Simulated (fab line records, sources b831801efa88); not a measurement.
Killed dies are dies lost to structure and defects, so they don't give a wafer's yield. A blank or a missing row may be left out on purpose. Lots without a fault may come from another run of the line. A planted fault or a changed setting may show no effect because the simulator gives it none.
Chamber matching | flow sfq_line | SFQ_TRILAYER_L0_VIA_BARC_OPEN_VIA_ETCH_021 on rie_diel-04: 4 sister chambers
The step etches BARC in O2, target depth 125 nm, time 41.7 s. 14 wafers are shown with their chamber, then 7 later ones without.

WAFERS WITH THEIR CHAMBER
wafer  | chamber | drypump_motor_current_A (A) | oes_product_au (a.u.)
L883.1 | 0       | 4.9                         | 0.684
L883.4 | 3       | 6.2                         | 0.684
L883.6 | 2       | 4.9                         | 0.686
L886.1 | 0       | 5.0                         | 0.688
L886.3 | 1       | 5.6                         | 0.688
L886.4 | 1       | 5.6                         | 0.691
L887.2 | 0       | 5.0                         | 0.681
L887.4 | 3       | 6.3                         | 0.683
L887.6 | 3       | 6.2                         | 0.678
L894.1 | 1       | 5.6                         | 0.685
L894.5 | 2       | 4.9                         | 0.678
L894.6 | 1       | 5.6                         | 0.688
L895.3 | 3       | 6.3                         | 0.683
L895.4 | 2       | 4.9                         | 0.678

SIGNATURES (means of the wafers above)
reading                 | chamber 0 | chamber 1 | chamber 2 | chamber 3 | scatter within a chamber
drypump_motor_current_A | 4.967     | 5.600     | 4.900     | 6.250     | 0.0408
oes_product_au          | 0.68433   | 0.68800   | 0.68067   | 0.68200   | 0.00328
Rule: a wafer's distance from a chamber is the root of the sum, over the readings, of the square of ((its reading less the chamber's mean) divided by the reading's scatter). The wafer belongs to the nearest chamber; if the next one is less than 2 further off, it can't be placed. The scatter: the root of (the sum of the squares of (reading less its chamber's mean) over the shown wafers, divided by (wafers less chambers)).

WAFERS WITHOUT THEIR CHAMBER
wafer  | drypump_motor_current_A (A) | oes_product_au (a.u.)
L895.6 | 5.0                         | 0.687
L896.2 | 6.3                         | 0.681
L896.3 | 4.9                         | 0.690
L896.6 | 4.9                         | 0.685
L905.3 | 4.9                         | 0.696
L905.4 | 5.6                         | 0.690
L905.6 | 5.0                         | 0.687

WHICH CHAMBER EACH WENT THROUGH
wafer  | from the rows above     | in truth
L895.6 | can't be placed: 0 or 2 | 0
L896.2 | 3                       | 3
L896.3 | can't be placed: 0 or 2 | 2
L896.6 | can't be placed: 2 or 0 | 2
L905.3 | can't be placed: 0 or 2 | 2
L905.4 | 1                       | 1
L905.6 | can't be placed: 0 or 2 | 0
Placed correctly: 2 of 7. Can't be placed from these rows: 5 (the true chamber is among the candidates in 5). Placed wrongly: 0.
